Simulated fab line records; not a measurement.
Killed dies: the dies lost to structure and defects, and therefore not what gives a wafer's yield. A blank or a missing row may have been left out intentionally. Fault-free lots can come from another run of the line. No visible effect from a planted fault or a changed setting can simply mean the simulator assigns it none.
Which of the tools did it? + flow sky130 + 12 lots, 35 wafers sampled, at 2 steps of a route of 708

WHAT THE GAUGES READ, wafer by wafer
SKY_VIA4_OVL_MEAS_11.
| lot  | measured     | on         | VIA4_OVL (nm)  |
|------|--------------|------------|----------------|
| L599 | day 44 12:08 | overlay-02 | 0.2 -1.4 -0.5  |
| L600 | day 44 15:45 | overlay-01 | 0.4 0.8 -0.1   |
| L598 | day 44 17:13 | overlay-02 | -0.6 -2.4 -1.1 |
| L601 | day 45 06:58 | overlay-01 | 2.2 3.0 2.2    |
| L605 | day 46 06:14 | overlay-02 | 1.3 0.9 1.6    |
| L606 | day 46 06:50 | overlay-01 | 2.6 0.8 2.0    |
| L608 | day 46 18:14 | overlay-02 | 3.1 1.5 1.7    |
| L611 | day 47 11:27 | overlay-01 | 2.2 1.1 2.0    |
| L612 | day 47 20:49 | overlay-01 | 0.9 1.7        |
| L614 | day 48 01:17 | overlay-02 | -0.7 -0.8 -2.8 |
| L619 | day 49 02:02 | overlay-01 | -1.6 -1.9 0.5  |
| L620 | day 49 12:08 | overlay-01 | -0.3 0.1 -0.2  |

WHAT TOOL EACH LOT RAN ON (gives the tool, then ch and the chambers of the sampled wafers, and finally the start)
| lot  | SKY_VIA4_CMP_02               |
|------|-------------------------------|
| L599 | cmp-01 ch 0,1,3, day 43 12:49 |
| L600 | cmp-02 ch 2,3, day 43 16:06   |
| L598 | cmp-02 ch 1,2,3, day 43 18:01 |
| L601 | cmp-02 ch 1,2, day 44 08:08   |
| L605 | cmp-01 ch 0,3, day 45 07:58   |
| L606 | cmp-02 ch 1,3, day 45 08:37   |
| L608 | cmp-01 ch 0,1, day 45 20:50   |
| L611 | cmp-01 ch 2,3, day 46 14:41   |
| L612 | cmp-02 ch 3, day 47 00:22     |
| L614 | cmp-01 ch 0,2,3, day 47 04:16 |
| L619 | cmp-01 ch 0,1,2, day 48 06:39 |
| L620 | cmp-01 ch 0,1,3, day 48 17:03 |
- SKY_VIA4_CMP_02: polishes SiO2.

AS READ BY THE TOOLS THEMSELVES (means over the sampled wafers that have a number; for cases with no such wafer, the mark the record gives instead)
SKY_VIA4_CMP_02.
| lot  | tool   | motor_current_A (A) | retaining_ring_pressure_frac |
|------|--------|---------------------|------------------------------|
| L599 | cmp-01 | 12.4                | 0.997                        |
| L600 | cmp-02 | 11.9                | 1.002                        |
| L598 | cmp-02 | 11.9                | 1.000                        |
| L601 | cmp-02 | 12.1                | 0.998                        |
| L605 | cmp-01 | 12.3                | 1.001                        |
| L606 | cmp-02 | 12.1                | 0.998                        |
| L608 | cmp-01 | 13.8                | 1.006                        |
| L611 | cmp-01 | 11.1                | 1.005                        |
| L612 | cmp-02 | 11.8                | 0.999                        |
| L614 | cmp-01 | 12.6                | 1.004                        |
| L619 | cmp-01 | 12.6                | 1.004                        |
| L620 | cmp-01 | 12.8                | 1.003                        |

THE ANSWER, worked out from the rows above alone
Rule: the lots themselves supply what counts as usual. Put in order of their means at a reading, lots are off if they are a third of the lots or fewer, leave a main group of 4 or more, and stand apart from it by a gap of 3 or more times the standard deviation of the main group's means; of several such gaps the widest counts. A main group whose means are all the same, to the digits that the tables above print for the reading, isn't used. A lot without any number at a reading at which 4 lots or more have one is off too. Any other lot the step has rows for is counted as sound. Order of review: gauges by route order, followed by the tools' own readings, for which a lot's mean as printed above is used. The first step at which some lot is off is used, and at that step the reading that is off furthest; a lot without a number counts as furthest.
No lot is off on any of the readings shown, so nothing can be concluded from this.

WHAT THE SIMULATOR HAD PUT IN
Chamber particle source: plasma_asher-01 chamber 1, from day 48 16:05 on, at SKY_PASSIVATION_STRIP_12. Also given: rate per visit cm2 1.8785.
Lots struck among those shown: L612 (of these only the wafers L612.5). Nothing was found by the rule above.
